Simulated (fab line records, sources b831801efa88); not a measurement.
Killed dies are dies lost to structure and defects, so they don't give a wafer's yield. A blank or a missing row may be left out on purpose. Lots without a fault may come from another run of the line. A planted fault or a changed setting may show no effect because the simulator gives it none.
fab line records | flow gf180mcu
record lots=13 wafers=39 last_day=34
route steps=602 shown VT_IMPLANT@94 SALICIDE@283 M1@319 V1@338
lots that met no fault: from a run of the same line without faults
start_h: hours from the record's first day to the start of the lot's first wafer shown | wait_h: hours since the lot's step before | " the same as in the row above | L1.1+2: a row that stands for several wafers | - no value, or no start given | * or withheld: withheld | < > ~ a bound
route shown NAME@n: a module of which the file shows steps, and the number in the route of the first | usual: mean/standard deviation of fault-free wafers | same: alike in all rows | chamber/n: place in a boat | sites: the reading at each site | _std_site: their standard deviation | _edge_site: outer sites' mean less inner sites' | radius_mm: how far each site lies from the wafer's centre | mask NAME#n: copy n | behind: the tool/chamber that last shaped the wafer | hold: why the lot was held/for how many hours/how that ended | device: the transistor (n, p or np) that didn't switch | end of line: the same wafers' tests at the end of the route | a step without rows: its recipe alone | killed: dies lost to structure and defects at the first sort, not the wafer's yield | map: a wafer's dies, x killed, . not, _ none there
set.NAME: the setting as run; set.NAME@STEP: as run at that earlier step | model.NAME: the simulator's own value behind a step, which no gauge read
steps of the route over a sample of lots; a table a step, a row a wafer
services: from which hour (start_h, from the record's first day; less than 0 if before it) a tool's chamber was out of use, for how many hours, and why
## steps
# step GF_VT_IMPLANT_EXPOSE_04
# recipe mask_id=LVPWELL_LV_AREA target_cd_nm=600 na=0.6 source_shape=conventional sigma_outer=0.6 dose_mj=140
# columns lot.wafer tool chamber start_h wait_h mask
L165.2+4+6 iline_stepper-02 0 107.24 - LVPWELL_LV_AREA#0
L166.1+3+4 iline_stepper-02 0 116.80 - LVPWELL_LV_AREA#0
L167.4+5+6 iline_stepper-02 0 119.81 - LVPWELL_LV_AREA#0
L169.1+4+6 iline_stepper-01 0 133.61 - LVPWELL_LV_AREA#0
L170.3+5+6 iline_stepper-02 0 138.25 - LVPWELL_LV_AREA#0
L171.1+3+5 iline_stepper-02 0 148.60 - LVPWELL_LV_AREA#0
L175.4+5+6 iline_stepper-01 0 175.08 - LVPWELL_LV_AREA#0
L174.2+5+6 iline_stepper-02 0 175.62 - LVPWELL_LV_AREA#0
L176.1+3+4 iline_stepper-01 0 184.87 - LVPWELL_LV_AREA#0
L180.2+3+5 iline_stepper-01 0 205.56 - LVPWELL_LV_AREA#0
L181.1+2+4 iline_stepper-02 0 209.67 - MVSD#0
L184.2+3+4 iline_stepper-01 0 226.29 - LVPWELL_LV_AREA#0
L187.3+4+5 iline_stepper-01 0 241.87 - LVPWELL_LV_AREA#0
# step GF_VT_IMPLANT_OVL_MEAS_07
# usual VT_IMPLANT_OVL=-0.9/1.5
# columns lot.wafer tool chamber start_h wait_h VT_IMPLANT_OVL[nm]
L165.2 overlay-02 - 113.65 0.1 -2.2
L165.4 " - " " -2.6
L165.6 " - " " -1.1
L166.1 overlay-02 - 124.05 0.1 -0.4
L166.3 " - " " 0.9
L166.4 " - " " -1.0
L167.4 overlay-01 - 127.02 0.1 -1.7
L167.5 " - " " 0.1
L167.6 " - " " 0.2
L169.1 overlay-02 - 140.65 0.1 2.2
L169.4 " - " " -1.9
L169.6 " - " " 0.0
L170.3 overlay-01 - 145.36 0.1 -1.4
L170.5 " - " " 0.0
L170.6 " - " " -2.3
L171.1 overlay-01 - 156.28 0.1 -0.5
L171.3 " - " " -0.6
L171.5 " - " " 0.6
L175.4 overlay-01 - 183.00 0.1 0.9
L175.5 " - " " -2.1
L175.6 " - " " -1.3
L174.2 overlay-02 - 183.35 0.1 -1.0
L174.5 " - " " 0.4
L174.6 " - " " -1.4
L176.1 overlay-01 - 193.10 0.1 -0.9
L176.3 " - " " -2.1
L176.4 " - " " -1.2
L180.2 overlay-01 - 214.05 0.1 1.3
L180.3 " - " " -1.9
L180.5 " - " " -3.5
L181.1 overlay-01 - 217.99 0.1 -
L181.2 " - " " -
L181.4 " - " " -
L184.2 overlay-02 - 234.63 0.1 0.4
L184.3 " - " " 0.7
L184.4 " - " " -0.2
L187.3 overlay-02 - 250.96 0.1 -0.1
L187.4 " - " " 0.5
L187.5 " - " " -1.7
# step GF_VT_IMPLANT_TW_MEAS_10
# usual VT_IMPLANT_TW=573/3.9
# columns lot.wafer tool chamber start_h wait_h VT_IMPLANT_TW
L165.2 film_metro-04 - 113.94 0.1 569
L165.4 " - " " 569
L165.6 " - " " 570
L166.1 film_metro-03 - 124.33 0.1 577
L166.3 " - " " 577
L166.4 " - " " 582
L167.4 film_metro-04 - 127.31 0.1 567
L167.5 " - " " 567
L167.6 " - " " 564
L169.1 film_metro-04 - 140.93 0.1 569
L169.4 " - " " 571
L169.6 " - " " 567
L170.3 film_metro-03 - 145.65 0.1 572
L170.5 " - " " 575
L170.6 " - " " 575
L171.1 film_metro-04 - 156.57 0.1 569
L171.3 " - " " 575
L171.5 " - " " 573
L175.4 film_metro-04 - 183.30 0.1 568
L175.5 " - " " 570
L175.6 " - " " 569
L174.2 film_metro-01 - 183.64 0.1 570
L174.5 " - " " 572
L174.6 " - " " 573
L176.1 film_metro-03 - 193.38 0.1 576
L176.3 " - " " 581
L176.4 " - " " 577
L180.2 film_metro-04 - 214.34 0.1 574
L180.3 " - " " 567
L180.5 " - " " 569
L181.1 film_metro-03 - 218.28 0.1 30
L181.2 " - " " 30
L181.4 " - " " 30
L184.2 film_metro-03 - 234.92 0.1 573
L184.3 " - " " 570
L184.4 " - " " 575
L187.3 film_metro-03 - 251.25 0.1 573
L187.4 " - " " 571
L187.5 " - " " 572
# step GF_SALICIDE_THK_MEAS_05
# recipe thk_meas_gauge=xrf reads=TiN_of_SALICIDE_SPUTTER_03
# usual SALICIDE_TIN_THK=20.35/0.29
# columns lot.wafer tool chamber start_h wait_h SALICIDE_TIN_THK[nm]
L165.2 film_metro-04 - 337.98 0.1 20.02
L165.4 " - " " 20.06
L165.6 " - " " 20.27
L166.1 film_metro-04 - 355.65 0.1 20.12
L166.3 " - " " 20.25
L166.4 " - " " 20.60
L167.4 film_metro-04 - 359.50 0.1 20.18
L167.5 " - " " 20.22
L167.6 " - " " 19.82
L170.3 film_metro-02 - 388.61 0.1 20.49
L170.5 " - " " 20.51
L170.6 " - " " 20.72
L169.1 film_metro-03 - 388.69 0.1 20.93
L169.4 " - " " 20.91
L169.6 " - " " 20.96
L171.1 film_metro-02 - 405.42 0.1 20.01
L171.3 " - " " 20.23
L171.5 " - " " 19.97
L175.4 film_metro-04 - 436.21 0.1 20.25
L175.5 " - " " 20.40
L175.6 " - " " 20.42
L174.2 film_metro-03 - 442.76 0.1 20.63
L174.5 " - " " 20.46
L174.6 " - " " 20.47
L176.1 film_metro-02 - 456.82 0.1 20.69
L176.3 " - " " 20.60
L176.4 " - " " 20.46
L180.2 film_metro-04 - 487.04 0.1 20.45
L180.3 " - " " 19.86
L180.5 " - " " 19.93
L184.2 film_metro-03 - 513.75 0.1 20.50
L184.3 " - " " 20.53
L184.4 " - " " 20.62
L187.3 film_metro-02 - 539.73 0.1 20.57
L187.4 " - " " 20.49
L187.5 " - " " 20.13
# step GF_M1_SPUTTER_04
# recipe material=TiN target_thk_nm=50 power_w=6594 time_s=41.7 chamber_pressure_pa=0.4
# usual throttle_valve_pct=30.4/1.3
# columns lot.wafer tool chamber start_h wait_h throttle_valve_pct
L165.2 pvd_sputter-04 - 361.89 0.0 30.3
L165.4 " - " " 31.5
L165.6 " - " " 29.3
L166.1 pvd_sputter-04 - 379.30 0.0 30.3
L166.3 " - " " 31.1
L166.4 " - " " 29.4
L167.4 pvd_sputter-04 - 382.99 0.0 31.0
L167.5 " - " " 29.2
L167.6 " - " " 30.5
L170.3 pvd_sputter-02 - 413.72 0.0 31.6
L170.5 " - " " 29.9
L170.6 " - " " 31.4
L169.1 pvd_sputter-03 - 413.89 0.0 29.1
L169.4 " - " " 30.6
L169.6 " - " " 29.4
L171.1 pvd_sputter-04 - 431.58 0.0 29.5
L171.3 " - " " 31.7
L171.5 " - " " 29.3
L175.4 pvd_sputter-02 - 462.75 0.0 31.5
L175.5 " - " " 31.9
L175.6 " - " " 26.9
L174.2 pvd_sputter-03 - 468.89 0.0 30.5
L174.5 " - " " 30.9
L174.6 " - " " 30.4
L176.1 pvd_sputter-04 - 483.84 0.0 29.3
L176.3 " - " " 31.5
L176.4 " - " " 30.5
L180.2 pvd_sputter-03 - 513.28 0.0 30.7
L180.3 " - " " 30.7
L180.5 " - " " 29.4
L184.2 pvd_sputter-02 - 538.77 0.0 31.5
L184.3 " - " " 29.7
L184.4 " - " " 31.4
L187.3 pvd_sputter-04 - 564.89 0.0 31.8
L187.4 " - " " 31.1
L187.5 " - " " 31.5
# step GF_V1_THK_MEAS_03
# recipe reads=SiO2_of_V1_CVD_02
# usual V1_CVD_02_THK=850/10
# columns lot.wafer tool chamber start_h wait_h V1_CVD_02_THK[nm]
L165.2 film_metro-04 - 383.95 0.0 836
L165.4 " - " " 864
L165.6 " - " " 862
L166.1 film_metro-02 - 403.38 0.0 843
L166.3 " - " " 853
L166.4 " - " " 869
L167.4 film_metro-02 - 407.61 0.0 859
L167.5 " - " " 862
L167.6 " - " " 853
L170.3 film_metro-04 - 438.55 0.1 832
L170.5 " - " " 854
L170.6 " - " " 851
L169.1 film_metro-02 - 438.88 0.0 846
L169.4 " - " " 840
L169.6 " - " " 853
L171.1 film_metro-02 - 457.08 0.0 845
L171.3 " - " " 838
L171.5 " - " " 857
L175.4 film_metro-02 - 488.17 0.0 850
L175.5 " - " " 866
L175.6 " - " " 860
L174.2 film_metro-04 - 494.23 0.0 840
L174.5 " - " " 851
L174.6 " - " " 855
L176.1 film_metro-02 - 508.65 0.0 846
L176.3 " - " " 840
L176.4 " - " " 868
L180.2 film_metro-01 - 537.25 0.0 840
L180.3 " - " " 851
L180.5 " - " " 863
L184.2 film_metro-02 - 562.22 0.0 862
L184.3 " - " " 848
L184.4 " - " " 872
L187.3 film_metro-02 - 588.11 0.1 840
L187.4 " - " " 855
L187.5 " - " " 851
## services
# columns tool chamber start_h hours kind
iline_stepper-01 - 89.83 1.7 pm
pvd_sputter-03 - 93.98 7.1 repair
pvd_sputter-02 - 95.65 2.3 repair
pvd_sputter-02 - 102.97 12.2 repair
pvd_sputter-04 - 103.39 3.3 repair
iline_stepper-01 - 151.23 6.1 repair
pvd_sputter-03 - 158.47 0.9 repair
pvd_sputter-04 - 264.97 1.5 repair
pvd_sputter-03 - 306.95 5.6 repair
iline_stepper-01 - 307.97 1.7 pm
iline_stepper-02 - 313.17 4.4 repair
iline_stepper-02 - 317.55 1.7 pm
iline_stepper-02 - 340.74 5.8 repair
iline_stepper-02 - 350.44 5.3 repair
iline_stepper-02 - 367.86 2.6 repair
iline_stepper-02 - 370.51 14.3 repair
iline_stepper-01 - 413.29 2.8 repair
iline_stepper-02 - 428.81 0.5 repair
pvd_sputter-03 - 442.39 1.3 repair
iline_stepper-01 - 449.27 28.9 pm
iline_stepper-02 - 486.72 9.3 repair
pvd_sputter-04 - 515.84 4.2 repair
iline_stepper-01 - 526.26 1.7 pm
iline_stepper-02 - 533.14 1.7 pm
## key
first_sign step=GF_VT_IMPLANT_EXPOSE_04 reading=mask direction=changed
effect step=GF_VT_IMPLANT_OVL_MEAS_07 reading=VT_IMPLANT_OVL direction=missing
effect step=GF_VT_IMPLANT_TW_MEAS_10 reading=VT_IMPLANT_TW direction=down sigmas=99+ usual=573 struck=30
met_at GF_VT_IMPLANT_EXPOSE_04
struck_lots L181
later_rows_left_out L181.1,L181.2,L181.4
sort_left_out L181.1,L181.2,L181.4
tester_left_out L181
not_acting_at GF_SALICIDE_THK_MEAS_05,GF_M1_SPUTTER_04,GF_V1_THK_MEAS_03
onset_between 175.62 209.67
fault kind=wrong_mask tool=any chamber=- onset_h=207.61 steps=GF_VT_IMPLANT_EXPOSE_04 aux_copy=MVSD#0 scope=struck_lots_only
# tester_left_out: of these lots the tester's yield and bins aren't shown, on N5 and GAA mostly nor the transistor test; their killed dies are dies lost to structure and defects alone, not to doping, threshold or leakage, so they don't give the yield
# sort_left_out: the simulated sort isn't trusted on such a fault, so these wafers' sort isn't shown, and their yield isn't known
# later_rows_left_out: the simulator's readings of these wafers behind a module that went badly wrong aren't trusted and aren't shown, but for the sort
